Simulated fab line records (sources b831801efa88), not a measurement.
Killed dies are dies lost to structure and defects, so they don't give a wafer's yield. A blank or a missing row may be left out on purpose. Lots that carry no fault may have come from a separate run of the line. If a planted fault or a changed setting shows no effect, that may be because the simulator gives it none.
Which tool is to blame? -- flow sky130 -- 30 wafers from 10 lots sampled at 4 of the route's 708 steps

== WHAT EACH GAUGE READ, for each wafer ==
SKY_CAPM_RS_MEAS_03: measurement is done with a four-point probe.
lot,measured,on,CAPM_TIN_RS (ohm/sq)
L589,day 36 10:37,film-metro-04,6.79 6.87 6.75
L590,day 36 16:28,film-metro-04,6.91 6.97 6.93
L593,day 38 01:16,film-metro-02,6.99 7.10 6.96
L598,day 39 05:29,film-metro-02,6.97 4.56 6.95
L599,day 39 07:02,film-metro-01,6.92 4.65 6.86
L604,day 40 20:50,film-metro-04,6.93 7.04 6.93
L607,day 41 19:16,film-metro-01,6.86 6.86 6.98
L609,day 42 08:30,film-metro-02,6.93 6.84 6.96
L610,day 42 15:43,film-metro-04,7.17 6.99 7.04
L612,day 43 01:32,film-metro-02,7.01 6.93 6.72

== EACH LOT AND THE TOOL THAT RAN IT (in order: tool; ch and the chambers of the sampled wafers; start) ==
lot,SKY_METAL1_STRIP_20,SKY_VIA1_STRIP_16,SKY_CAPM_SPUTTER_02
L589,"plasma-asher-02 ch 0,1, day 32 21:22","plasma-asher-04 ch 0,1, day 34 00:52","pvd-sputter-02, day 36 10:31"
L590,"plasma-asher-04 ch 0,1, day 33 02:46","plasma-asher-03 ch 0,1, day 34 07:01","pvd-sputter-02, day 36 16:22"
L593,"plasma-asher-04 ch 0,1, day 34 12:43","plasma-asher-01 ch 0,1, day 35 16:49","pvd-sputter-03, day 38 01:09"
L598,"plasma-asher-02 ch 0,1, day 35 18:35","plasma-asher-04 ch 1, day 36 21:36","pvd-sputter-03, day 39 05:21"
L599,"plasma-asher-01 ch 0,1, day 35 18:56","plasma-asher-04 ch 0,1, day 36 22:19","pvd-sputter-03, day 39 06:55"
L604,"plasma-asher-04 ch 0,1, day 37 11:34","plasma-asher-04 ch 0,1, day 38 14:57","pvd-sputter-04, day 40 20:44"
L607,"plasma-asher-02 ch 0,1, day 38 12:38","plasma-asher-04 ch 0,1, day 39 14:22","pvd-sputter-04, day 41 19:09"
L609,"plasma-asher-01 ch 0,1, day 39 01:22","plasma-asher-01 ch 0, day 40 04:00","pvd-sputter-04, day 42 08:23"
L610,"plasma-asher-01 ch 0,1, day 39 10:42","plasma-asher-04 ch 1, day 40 12:16","pvd-sputter-03, day 42 15:37"
L612,"plasma-asher-04 ch 0,1, day 39 20:24","plasma-asher-04 ch 0,1, day 40 22:13","pvd-sputter-03, day 43 01:25"
- SKY_METAL1_STRIP_20: strips in O2/N2.
- SKY_VIA1_STRIP_16: strips in O2/N2.
- SKY_CAPM_SPUTTER_02: material TiN, target thk 200 nm, time 166.7 s.

== THE ANSWER, worked out from the rows above alone ==
Rule: the usual values come from the lots themselves. Put in order of their means at a reading, lots are off if they are a third of the lots or fewer, leave a main group of 4 or more, and stand apart from it by a gap of 3 or more times the standard deviation of the main group's means; of several such gaps the widest counts. A main group is skipped when, at the precision printed for the reading in the tables above, its means are all equal. A lot without any number at a reading at which 4 lots or more have one is off too. Where the step has rows for the other lots, those lots are counted as sound.
Off: L598, L599, seen at SKY_CAPM_RS_MEAS_03 (CAPM_TIN_RS). The main group has a mean of 6.94 ohm/sq with a standard deviation of 0.076.
If a tool, at a process step before that reading, ran all the lots that are off and no sound lot after the first of them, it fits. Gauges at SKY_CAPM_RS_MEAS_03: tried the same way as those tools. No candidate that was tried fits.

== WHAT THE SIMULATOR HAD INSERTED ==
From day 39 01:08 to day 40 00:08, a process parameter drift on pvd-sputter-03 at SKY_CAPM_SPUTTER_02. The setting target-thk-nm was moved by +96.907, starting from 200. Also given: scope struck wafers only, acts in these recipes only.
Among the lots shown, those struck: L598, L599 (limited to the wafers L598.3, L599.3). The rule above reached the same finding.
